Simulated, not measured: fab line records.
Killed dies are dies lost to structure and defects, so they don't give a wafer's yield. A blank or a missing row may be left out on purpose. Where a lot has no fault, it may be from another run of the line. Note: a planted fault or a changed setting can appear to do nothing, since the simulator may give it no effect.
Matching of chambers | flow gf180mcu | cmp-02 running GF_V1_CMP_04: 4 sister chambers
The step polishes SiO2. 8 wafers are shown with their chamber, then 10 later ones without.

WAFERS, EACH WITH ITS CHAMBER
wafer  | chamber | motorCurrentA (A) | timeToEndpointS (s)
L074.5 | 2       | 12.2              | 74
L080.6 | 2       | 11.4              | 79
L087.2 | 1       | 11.5              | 69
L089.3 | 0       | 13.5              | 76
L089.4 | 3       | 13.8              | 78
L089.6 | 3       | 13.8              | 79
L090.2 | 1       | 11.4              | 79
L090.3 | 0       | 14.3              | 82

WAFERS MISSING THEIR CHAMBER
wafer  | motorCurrentA (A) | timeToEndpointS (s)
L090.5 | 13.3              | 83
L093.4 | 13.0              | 90
L093.5 | 11.8              | 89
L093.6 | 13.8              | 86
L095.2 | 11.3              | 76
L095.4 | 13.4              | 88
L095.5 | 11.8              | 88
L097.3 | 13.6              | 76
L097.4 | 11.6              | 81
L097.5 | 11.7              | 78

THE CHAMBER EACH PASSED THROUGH
wafer  | from the rows above          | in truth
L090.5 | can't be placed: 3 or 0      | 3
L093.4 | can't be placed: 3 or 0 or 2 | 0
L093.5 | can't be placed: 2 or 1      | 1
L093.6 | can't be placed: 0 or 3      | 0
L095.2 | can't be placed: 1 or 2      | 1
L095.4 | can't be placed: 3 or 0      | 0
L095.5 | can't be placed: 2 or 1      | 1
L097.3 | can't be placed: 3 or 0      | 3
L097.4 | can't be placed: 2 or 1      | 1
L097.5 | can't be placed: 2 or 1      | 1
Correctly placed: 0 of 10. Not placeable from these rows: 10 (in 10, the candidates include the true chamber). 0 placed wrongly.
How it was worked out, from the rows above alone: a wafer's distance from a chamber is the root of the sum, over the readings, of the square of ((its reading less the chamber's mean) divided by the reading's scatter). If the next closest chamber is less than 2 further off than the closest, the wafer can't be placed; otherwise it belongs to the closest. For every chamber, the mean is computed from those of its wafers that are shown. The scatter: take each reading less its chamber's mean, square it, sum over the shown wafers, divide by the number of wafers less the number of chambers, and take the root.
